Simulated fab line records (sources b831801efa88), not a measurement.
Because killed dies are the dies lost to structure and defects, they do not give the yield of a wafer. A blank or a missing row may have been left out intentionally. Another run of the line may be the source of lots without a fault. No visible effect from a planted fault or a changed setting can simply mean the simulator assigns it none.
Chamber matching || flow sky130 || rie_diel-03 running SKY_SONOS_ONO_ETCH_15: 4 sister chambers
The step etches the open film in CHF3/O2, target depth 19.52 nm, time 7.8 s. 8 wafers are shown with their chamber, then 9 later ones without.

## WAFERS PAIRED WITH THEIR CHAMBERS
{"wafer": "L087.1", "chamber": 0, "drypump_motor_current_A (A)": 5.8, "oes_product_au (a.u.)": 1.004}
{"wafer": "L087.3", "chamber": 1, "drypump_motor_current_A (A)": 5.6, "oes_product_au (a.u.)": 0.992}
{"wafer": "L088.4", "chamber": 3, "drypump_motor_current_A (A)": 6.0, "oes_product_au (a.u.)": 1.004}
{"wafer": "L088.5", "chamber": 2, "drypump_motor_current_A (A)": 5.4, "oes_product_au (a.u.)": 0.992}
{"wafer": "L088.6", "chamber": 3, "drypump_motor_current_A (A)": 5.9, "oes_product_au (a.u.)": 1.003}
{"wafer": "L090.1", "chamber": 1, "drypump_motor_current_A (A)": 5.6, "oes_product_au (a.u.)": 1.000}
{"wafer": "L090.2", "chamber": 0, "drypump_motor_current_A (A)": 5.8, "oes_product_au (a.u.)": 1.012}
{"wafer": "L090.5", "chamber": 2, "drypump_motor_current_A (A)": 5.3, "oes_product_au (a.u.)": 1.003}

## WAFERS WITH NO CHAMBER GIVEN
{"wafer": "L093.1", "drypump_motor_current_A (A)": 5.9, "oes_product_au (a.u.)": 1.014}
{"wafer": "L093.2", "drypump_motor_current_A (A)": 5.4, "oes_product_au (a.u.)": 0.996}
{"wafer": "L093.4", "drypump_motor_current_A (A)": 5.8, "oes_product_au (a.u.)": 1.009}
{"wafer": "L095.2", "drypump_motor_current_A (A)": 5.6, "oes_product_au (a.u.)": 0.996}
{"wafer": "L095.5", "drypump_motor_current_A (A)": 5.6, "oes_product_au (a.u.)": 0.999}
{"wafer": "L095.6", "drypump_motor_current_A (A)": 5.8, "oes_product_au (a.u.)": 0.998}
{"wafer": "L096.1", "drypump_motor_current_A (A)": 5.8, "oes_product_au (a.u.)": 1.010}
{"wafer": "L096.2", "drypump_motor_current_A (A)": 5.6, "oes_product_au (a.u.)": 1.004}
{"wafer": "L096.5", "drypump_motor_current_A (A)": 5.4, "oes_product_au (a.u.)": 0.991}

## CHAMBER TAKEN BY EACH
{"wafer": "L093.1", "from the rows above": "can't be placed: 3 or 0", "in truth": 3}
{"wafer": "L093.2", "from the rows above": 2, "in truth": 2}
{"wafer": "L093.4", "from the rows above": 0, "in truth": 0}
{"wafer": "L095.2", "from the rows above": 1, "in truth": 1}
{"wafer": "L095.5", "from the rows above": 1, "in truth": 1}
{"wafer": "L095.6", "from the rows above": "can't be placed: 0 or 3", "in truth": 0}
{"wafer": "L096.1", "from the rows above": 0, "in truth": 0}
{"wafer": "L096.2", "from the rows above": 1, "in truth": 1}
{"wafer": "L096.5", "from the rows above": 2, "in truth": 2}
7 of 9 placed correctly. These rows do not allow placing 2 (true chamber among the candidates in 2). Placed wrongly: 0.
How it was worked out, from the rows above alone: a wafer's distance from a chamber is the root of the sum, over the readings, of the square of ((its reading less the chamber's mean) divided by the reading's scatter). The wafer belongs to the nearest chamber; if the next one is less than 2 further off, it can't be placed. The mean given for a chamber averages the wafers shown for that chamber. The scatter: the root of (the sum of the squares of (reading less its chamber's mean) over the shown wafers, divided by (wafers less chambers)).
